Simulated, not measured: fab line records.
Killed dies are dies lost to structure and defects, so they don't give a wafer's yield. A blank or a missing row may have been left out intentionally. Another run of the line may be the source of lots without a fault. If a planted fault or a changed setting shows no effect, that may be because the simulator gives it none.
Code-filled problem report in 8D (eight disciplines) form / flow sfq-line / the parts of the form that need people (team, actions taken, sign-off) are left out

## 1. THE ISSUE
Wafers without a fault read 60.00 rpm, standard deviation 0.041; platen-rpm at SFQ_TRILAYER_I0_CMP_CMP_028 reads a mean of 66.03 rpm on 2 wafers belonging to 2 lots. So: +99 or more standard deviations from the usual mean.
The step: polishes SiO2.
Seen first at day 18 16:40 on cmp-02, wafer L285.4. The record holds 42 wafers of 14 lots with a number at this step. Rule for "out" (also "out of limits"): further than 4 standard deviations from the usual mean. All remaining wafers that have a number are taken as sound.

## 2. WHAT THIS IS AND IS NOT
question=which readings at this step | is=platen-rpm | is not=motor-current-A
question=which lots | is=L285, L286 | is not=L268, L269, L270, L272, L273, L274, L276, L277, L279, L280, L281, L282
question=which wafers of those lots | is=L285.4, L286.2 | is not=L285.1, L285.5, L286.1, L286.4
question=read on which tools | is=cmp-02 | is not=cmp-01
question=when | is=from day 18 16:40 | is not=up to then (38 sound wafers); but 2 sound wafers of L286 came after

## 3. THE SUSPECTS, EACH WITH WHAT RULES IT OUT
Counting: a tool at a process step up to the reading stays a suspect if it ran every lot that is out. Sound lots after the first of them don't rule it out here, since some wafers of a struck lot are sound.
- cmp-02 at SFQ_TRILAYER_I0_CMP_CMP_028 (polishes SiO2): kept. It processed each lot that is out (first: L285, day 18 15:10); up to then, its last sound lot is L282 (day 17 06:41). On those wafers its own readings are out: platen-rpm.
- Within cmp-02 at SFQ_TRILAYER_I0_CMP_CMP_028: the wafers that are out ran in chamber 1; their sound lot-mates ran in chambers 0, 2.
Left after counting: cmp-02 at SFQ_TRILAYER_I0_CMP_CMP_028.

## 4. THE CAUSE (what the simulator had put in)
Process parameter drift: cmp-02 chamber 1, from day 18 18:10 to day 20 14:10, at SFQ_TRILAYER_I0_CMP_CMP_028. Setting platen-rpm shifted by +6 from 60. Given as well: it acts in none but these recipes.
This tool alone remained once counting was done.

## 5. THE CHAIN OF EFFECTS, in route order
Each row: a reading whose mean over the struck wafers that have a number lies more than 3 standard deviations from the usual. Scope: only readings with a usual standard deviation given in the record; hours: median across lots of the time from each lot's start at the first step in this table that gives one to its start at this step; sigmas: change in usual standard deviations.
hours=0; step=SFQ_TRILAYER_I0_CMP_CMP_028; reading=platen-rpm; usual=60.00 rpm; on struck wafers=66.03; change=+6.03; sigmas=+99 or more
hours=0; step=SFQ_TRILAYER_I0_CMP_CMP_028; reading=time-to-endpoint-s; usual=217 s; on struck wafers=193; change=-24; sigmas=-3.0
It contains these process steps:
- SFQ_TRILAYER_I0_CMP_CMP_028: polishes SiO2.
Later steps that measure or inspect, where all struck wafers having a row at the step show a number for every such reading and not one has moved that far: SFQ_M8_BOW_MEAS_951.

## 6. WHAT WOULD HAVE CAUGHT IT SOONER
In this record the first reading out of limits was taken at day 18 16:40.
